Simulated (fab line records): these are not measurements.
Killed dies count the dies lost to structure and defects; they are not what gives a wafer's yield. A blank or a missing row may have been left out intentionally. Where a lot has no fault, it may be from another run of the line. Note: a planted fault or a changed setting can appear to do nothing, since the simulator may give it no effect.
Which tool is to blame? ; flow sky130 ; 7 lots, 21 wafers sampled, at 3 steps of a route of 708

WHAT THE GAUGES SHOWED, per wafer
SKY_PWDE_OVL_MEAS_07.
lot;measured;on;PWDE_OVL (nm)
L659;day 4 06:36;overlay-01;-2.2 -0.5 -0.9
L662;day 4 22:02;overlay-01;1.0 1.2 1.6
L664;day 5 09:34;overlay-02;0.0 0.4 -0.4
L666;day 5 19:48;overlay-01;-1.3 0.4 -0.2
L669;day 6 08:13;overlay-02;1.9 4.4 3.9
L672;day 7 05:17;overlay-02;1.7 0.7 2.1
L677;day 8 06:13;overlay-01;- - -

EACH LOT AND THE TOOL THAT RAN IT (in order: tool; ch and the chambers of the sampled wafers; start)
lot;SKY_FIELD_ISO_CMP_27;SKY_PWDE_DEVELOP_06
L659;cmp-01 ch 0,3, day 2 18:49;litho_track-03 ch 0, day 4 06:00
L662;cmp-02 ch 0,1,2, day 3 09:10;litho_track-03 ch 0, day 4 21:00
L664;cmp-02 ch 0,1,3, day 3 20:42;litho_track-04 ch 0, day 5 09:00
L666;cmp-02 ch 0,2,3, day 4 05:12;litho_track-03 ch 0, day 5 19:00
L669;cmp-01 ch 1,2, day 4 18:26;litho_track-04 ch 0, day 6 08:00
L672;cmp-01 ch 0,1,3, day 5 11:13;litho_track-03 ch 0, day 7 05:00
L677;cmp-01 ch 1,3, day 6 14:19;litho_track-02 ch 0, day 8 06:00
- SKY_FIELD_ISO_CMP_27: polishes, stops on Si3N4, t overpolish 16 s, target thk 457.8 nm.
- SKY_PWDE_DEVELOP_06: develop time 60 s.

THE ANSWER, worked out from the rows above alone
Rule: usual is defined by the lots themselves. Put in order of their means at a reading, lots are off if they are a third of the lots or fewer, leave a main group of 4 or more, and stand apart from it by a gap of 3 or more times the standard deviation of the main group's means; of several such gaps the widest counts. A main group is skipped when, at the precision printed for the reading in the tables above, its means are all equal. Also off: a lot with no number at a reading for which 4 or more lots have one. Any other lot the step has rows for is counted as sound.
Off: L677, seen at SKY_PWDE_OVL_MEAS_07 (PWDE_OVL). Without a number there: L677. For the main group the mean is 0.8 nm and the standard deviation 1.5.
A tool fits if, at a process step before that reading, it ran every lot that is off, and no sound lot after the first of them. The gauges at SKY_PWDE_OVL_MEAS_07 are tried like those tools. Can't be told from this: 3 tools fit, cmp-01 at SKY_FIELD_ISO_CMP_27, litho_track-02 at SKY_PWDE_DEVELOP_06, overlay-01 at SKY_PWDE_OVL_MEAS_07.

WHAT THE SIMULATOR HAD INSERTED
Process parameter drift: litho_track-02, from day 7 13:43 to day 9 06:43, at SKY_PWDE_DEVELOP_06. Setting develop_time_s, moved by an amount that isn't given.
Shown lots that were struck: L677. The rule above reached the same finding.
